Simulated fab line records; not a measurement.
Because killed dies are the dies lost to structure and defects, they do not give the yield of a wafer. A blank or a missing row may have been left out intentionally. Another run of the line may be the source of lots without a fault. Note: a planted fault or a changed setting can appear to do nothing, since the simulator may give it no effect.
fab line records	flow sky130
record lots=12	wafers=36	last_day=50
route steps=708 shown FIELD_ISO@28 LDD_N@245 POLY_CUT@316 LI_CONTACT@376
lots that met no fault: taken from a fault-free run of the same line
start_h: hours from the record's opening day to when the first of the lot's shown wafers began	wait_h: hours since the lot's step before	" unchanged from the row above	L1.1+2: one row covering several wafers at once	- no value present, or no start provided	* or withheld: withheld	< > ~ a bound
route shown NAME@n: a module of which the file shows steps, and the number in the route of the first	usual: average and standard deviation across the fault-free wafers	same: alike in all rows	chamber/n: place in a boat	sites: each site's reading	_std_site: how widely they spread, as a standard deviation	_edge_site: the outer-site mean with the inner-site mean subtracted	radius_mm: how far each site lies from the wafer's centre	mask NAME#n: copy n	behind: the last tool/chamber to shape the wafer	hold: cause of the lot's hold/its duration in hours/its outcome	device: transistor that didn't switch, given as n, p or np	end of line: the tests these same wafers got at the end of their route	a step with no rows: only its recipe	killed: dies lost to structure and defects at the first sort, not the wafer's yield	map: a wafer's dies, marking killed ones x, the rest . and places with no die _
set.NAME: the run value of the setting; set.NAME@STEP: its run value at that earlier step	model.NAME: the simulator's own value behind a step, which no gauge read
the route's steps for a sample of lots (tables are steps, rows are wafers)
services: when a tool's chamber went out of use (start_h, in hours from the record's first day, below 0 if earlier), for how many hours, and the reason
## steps
# step SKY_FIELD_ISO_CMP_27
# recipe stop_on=Si3N4	t_overpolish_s=16	down_force_psi=4	platen_rpm=60	target_thk_nm=457.8	pad_velocity_m_s=0.94248
# usual motor_current_A=12.8/1.3	overpolish_run_s=16.001/0.0093	time_to_endpoint_s=113/5.8
lot.wafer	tool	chamber	start_h	wait_h	motor_current_A	overpolish_run_s	time_to_endpoint_s
L168.4	cmp-02	3	41.03	0.1	12.8	15.994	115
L168.6	"	1	"	"	12.8	16.002	115
L168.5	"	2	"	"	11.5	16.001	121
L171.1	cmp-01	1	55.49	0.0	12.8	15.992	106
L171.4	"	2	"	"	14.3	15.997	121
L171.5	"	1	"	"	12.1	15.982	101
L172.1	cmp-01	0	63.17	0.0	10.2	16.011	119
L172.3	"	2	"	"	14.3	16.000	117
L172.5	"	0	"	"	10.9	16.007	119
L173.2	cmp-01	2	65.74	0.1	14.3	15.983	125
L173.3	"	0	"	"	10.8	16.004	122
L173.6	"	1	"	"	12.2	16.015	110
L174.4	cmp-01	1	69.85	0.0	13.0	16.004	103
L174.1	"	2	"	"	13.8	16.006	116
L174.2	"	0	"	"	10.2	16.009	119
L176.2	cmp-02	2	78.58	0.0	11.0	15.985	120
L176.4	"	0	"	"	13.8	15.988	121
L176.6	"	2	"	"	11.2	15.993	122
L179.1	cmp-02	3	93.39	0.0	13.5	15.979	112
L179.2	"	0	"	"	14.1	16.005	113
L179.5	"	0	"	"	13.8	16.011	111
L180.2	cmp-02	0	100.35	0.0	13.9	16.008	115
L180.3	"	1	"	"	12.4	15.997	110
L180.5	"	1	"	"	12.4	16.010	112
L181.2	cmp-02	3	105.81	0.0	13.9	16.001	116
L181.1	"	0	"	"	13.2	16.010	115
L181.4	"	2	"	"	10.5	16.016	122
L187.1	cmp-02	1	137.10	0.1	12.1	16.006	108
L187.3	"	2	"	"	11.5	16.007	115
L187.4	"	3	"	"	12.2	15.992	112
L189.3	cmp-02	3	149.46	0.1	13.1	16.007	116
L189.2	"	0	"	"	13.6	16.012	113
L189.5	"	2	"	"	11.3	15.999	119
L190.1	cmp-02	0	156.11	0.1	13.0	15.994	112
L190.5	"	1	"	"	13.0	15.993	106
L190.6	"	2	"	"	11.7	15.991	117
# step SKY_LDD_N_IMPLANT_08
# recipe species=As	energy_kev=20	dose_cm2=7.5e+13	tilt_deg=withheld	rotation_deg=23
# usual beam_on_s=10.01/0.22	dose_ions_cm2=7.503e+13/7.9e+10	faraday_current_uA=422/9.1
lot.wafer	tool	chamber	start_h	wait_h	beam_on_s	dose_ions_cm2	faraday_current_uA
L168.4	implanter-01	0	415.28	0.1	9.85	7.512e+13	431
L168.5	"	0	"	"	9.92	7.499e+13	425
L168.6	"	0	"	"	9.77	7.488e+13	432
L171.1	implanter-01	0	433.95	0.0	10.02	7.511e+13	422
L171.4	"	0	"	"	10.21	7.501e+13	411
L171.5	"	0	"	"	9.81	7.496e+13	431
L172.1	implanter-03	0	455.00	0.0	10.03	7.507e+13	418
L172.3	"	0	"	"	10.01	7.505e+13	421
L172.5	"	0	"	"	10.08	7.507e+13	420
L173.2	implanter-02	0	461.02	0.0	9.82	7.483e+13	429
L173.3	"	0	"	"	10.22	7.494e+13	414
L173.6	"	0	"	"	9.87	7.494e+13	428
L174.1	implanter-01	0	465.05	0.0	10.06	7.503e+13	420
L174.2	"	0	"	"	10.26	7.502e+13	410
L174.4	"	0	"	"	9.75	7.516e+13	433
L176.2	implanter-02	0	476.68	0.0	9.90	7.493e+13	426
L176.4	"	0	"	"	9.84	7.498e+13	431
L176.6	"	0	"	"	10.53	7.504e+13	400
L179.1	implanter-03	0	512.60	0.0	9.84	7.503e+13	429
L179.2	"	0	"	"	9.95	7.496e+13	425
L179.5	"	0	"	"	9.86	7.493e+13	427
L180.2	implanter-01	0	522.87	0.0	10.08	6.677e+13	373
L180.3	"	0	"	"	10.10	6.685e+13	374
L180.5	"	0	"	"	10.23	6.691e+13	368
L181.1	implanter-01	0	527.15	0.0	10.18	6.686e+13	370
L181.2	"	0	"	"	10.04	6.678e+13	374
L181.4	"	0	"	"	10.10	6.682e+13	372
L187.1	implanter-02	0	574.70	0.0	9.97	7.51e+13	421
L187.3	"	0	"	"	9.98	7.499e+13	423
L187.4	"	0	"	"	9.95	7.502e+13	425
L189.2	implanter-03	0	594.47	0.0	9.74	7.504e+13	434
L189.3	"	0	"	"	10.17	7.507e+13	417
L189.5	"	0	"	"	9.80	7.51e+13	429
L190.1	implanter-03	0	605.95	0.0	10.06	7.5e+13	421
L190.5	"	0	"	"	9.59	7.51e+13	438
L190.6	"	0	"	"	9.75	7.512e+13	436
# step SKY_POLY_CUT_OVL_MEAS_09
# usual POLY_CUT_OVL=-1/4.8
lot.wafer	tool	chamber	start_h	wait_h	POLY_CUT_OVL[nm]
L168.4	overlay-01	-	572.20	0.1	-6
L168.5	"	-	"	"	-2
L168.6	"	-	"	"	-1
L171.1	overlay-01	-	592.25	0.1	1
L171.4	"	-	"	"	-5
L171.5	"	-	"	"	1
L172.1	overlay-01	-	610.28	0.1	1
L172.3	"	-	"	"	2
L172.5	"	-	"	"	1
L173.2	overlay-02	-	613.04	0.1	0
L173.3	"	-	"	"	-3
L173.6	"	-	"	"	-6
L174.1	overlay-01	-	621.05	0.1	4
L174.2	"	-	"	"	11
L174.4	"	-	"	"	3
L176.2	overlay-02	-	641.60	0.1	-2
L176.4	"	-	"	"	7
L176.6	"	-	"	"	-4
L179.1	overlay-02	-	663.04	0.1	6
L179.2	"	-	"	"	4
L179.5	"	-	"	"	3
L180.2	overlay-01	-	669.24	0.1	2
L180.3	"	-	"	"	-3
L180.5	"	-	"	"	-5
L181.1	overlay-01	-	678.59	0.1	5
L181.2	"	-	"	"	8
L181.4	"	-	"	"	9
L187.1	overlay-02	-	719.53	0.1	-2
L187.3	"	-	"	"	-3
L187.4	"	-	"	"	-1
L189.2	overlay-02	-	739.30	0.1	-1
L189.3	"	-	"	"	-2
L189.5	"	-	"	"	-6
L190.1	overlay-02	-	747.39	0.1	-3
L190.5	"	-	"	"	2
L190.6	"	-	"	"	3
# step SKY_LI_CONTACT_ETCH_14
# recipe chemistry=N2/H2	target=BARC	ion_energy_ev=200	source_w=500	bias_w=100	pressure_mtorr=30	n2_flow_sccm=100	h2_flow_sccm=200	stop_on=SiO2	time_s=45.24	target_depth_a=600
# usual chamber_pressure_mTorr=30.000/0.026	drypump_motor_current_A=5.7/0.4	oes_product_au=0.863/0.0045	rf_fwd_power_W=495.7/1.8	throttle_valve_pct=13.225/0.0095
lot.wafer	tool	chamber	start_h	wait_h	chamber_pressure_mTorr	drypump_motor_current_A	oes_product_au	rf_fwd_power_W	rf_hours_counter_h	throttle_valve_pct
L168.4	rie_diel-03	0	687.92	0.0	29.986	6.0	0.861	496.9	6	13.208
L168.5	"	3	"	"	29.976	5.5	0.865	492.2	-	13.224
L168.6	"	2	"	"	29.989	5.4	0.867	493.7	-	13.222
L171.1	rie_diel-03	2	707.79	0.0	30.013	5.4	0.859	493.6	6	13.222
L171.4	"	1	"	"	29.979	5.0	0.865	495.6	-	13.224
L171.5	"	2	"	"	29.989	5.4	0.858	492.9	-	13.215
L172.1	rie_diel-04	3	723.02	0.0	29.990	6.2	0.865	497.7	3	13.241
L172.3	"	1	"	"	30.039	5.6	0.866	496.4	6	13.198
L172.5	"	0	"	"	29.984	6.4	0.865	494.7	-	13.217
L173.2	rie_diel-04	0	726.27	0.0	30.028	6.4	0.860	496.4	16	13.233
L173.3	"	1	"	"	30.016	5.6	0.866	499.1	6	13.221
L173.6	"	2	"	"	29.992	5.6	0.857	495.9	-	13.225
L174.1	rie_diel-04	0	733.08	0.0	29.943	6.4	0.862	495.7	16	13.218
L174.2	"	2	"	"	29.981	5.6	0.865	496.5	6	13.224
L174.4	"	2	"	"	29.994	5.6	0.857	494.5	-	13.228
L176.2	rie_diel-01	0	753.52	0.0	29.976	5.6	0.864	495.6	47	13.226
L176.4	"	2	"	"	30.022	5.4	0.865	492.9	10	13.224
L176.6	"	2	"	"	29.963	5.4	0.865	492.9	-	13.226
L179.1	rie_diel-01	1	773.67	0.0	30.011	5.7	0.859	497.6	9	13.233
L179.2	"	3	"	"	30.010	5.6	0.858	497.9	0	13.236
L179.5	"	2	"	"	30.008	5.4	0.867	493.6	-	13.236
L180.2	rie_diel-04	0	778.57	0.0	30.008	6.4	0.862	494.7	17	13.218
L180.3	"	3	"	"	30.016	6.2	0.868	498.5	5	13.234
L180.5	"	1	"	"	30.049	5.6	0.859	497.0	-	13.224
L181.1	rie_diel-03	0	788.68	0.0	30.041	6.0	0.864	496.9	8	13.223
L181.2	"	1	"	"	29.973	5.0	0.861	494.4	5	13.235
L181.4	"	0	"	"	29.992	6.0	0.858	495.8	-	13.231
L187.1	rie_diel-01	1	829.08	0.0	29.985	5.7	0.862	496.4	11	13.231
L187.3	"	2	"	"	30.003	5.4	0.864	491.0	13	13.233
L187.4	"	1	"	"	29.977	5.6	0.867	495.5	-	13.229
L189.2	rie_diel-04	0	847.33	0.0	29.975	6.4	0.862	495.7	20	13.223
L189.3	"	3	"	"	30.022	6.2	0.863	495.3	7	13.216
L189.5	"	3	"	"	29.976	6.2	0.861	496.7	-	13.232
L190.1	rie_diel-01	0	855.87	0.0	30.024	5.5	0.863	496.1	2	13.239
L190.5	"	2	"	"	30.040	5.4	0.864	494.7	-	13.216
L190.6	"	3	"	"	30.027	5.6	0.857	494.2	-	13.210
## services
tool	chamber	start_h	hours	kind
implanter-01	-	33.15	3.7	repair
cmp-02	-	60.87	6.9	pm
cmp-02	-	71.89	4.0	pm
cmp-02	-	90.89	1.5	repair
cmp-02	-	139.57	1.6	repair
cmp-02	-	254.84	0.5	repair
cmp-02	-	286.03	3.4	repair
cmp-02	-	334.44	1.6	repair
cmp-02	-	336.79	10.4	pm
cmp-02	-	379.76	5.1	pm
cmp-02	-	389.85	3.8	repair
cmp-02	-	411.89	4.0	pm
cmp-02	-	429.07	5.6	pm
cmp-02	-	471.23	2.0	repair
cmp-02	-	559.04	0.8	repair
cmp-02	-	567.47	1.0	repair
cmp-02	-	608.76	0.6	repair
cmp-02	-	638.83	2.9	repair
cmp-02	-	706.13	1.9	repair
cmp-02	-	712.37	2.4	repair
cmp-02	-	751.89	4.0	pm
cmp-02	-	756.56	0.6	repair
cmp-02	-	801.43	4.5	pm
cmp-02	-	849.00	0.5	repair
## key
first_sign step=SKY_LDD_N_IMPLANT_08	reading=dose_ions_cm2	direction=down	sigmas=99+	usual=*	struck=*
effect step=SKY_LDD_N_IMPLANT_08	reading=faraday_current_uA	direction=down	sigmas=5.6	usual=422	struck=372
met_at SKY_LDD_N_IMPLANT_08
struck_lots L180,L181
tester_left_out L180,L181
not_acting_at SKY_FIELD_ISO_CMP_27,SKY_POLY_CUT_OVL_MEAS_09,SKY_LI_CONTACT_ETCH_14
onset_between 465.05 522.87
fault kind=process_parameter_drift	tool=implanter-01	chamber=-	onset_h=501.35	steps=SKY_LDD_N_IMPLANT_08	channel=dose_cm2	offset=*	shape=step	end_h=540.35	acts_in=*	stated=*
# tester_left_out: of these lots the tester's yield and bins aren't shown, on N5 and GAA mostly nor the transistor test; their killed dies are dies lost to structure and defects alone, not to doping, threshold or leakage, so they don't give the yield
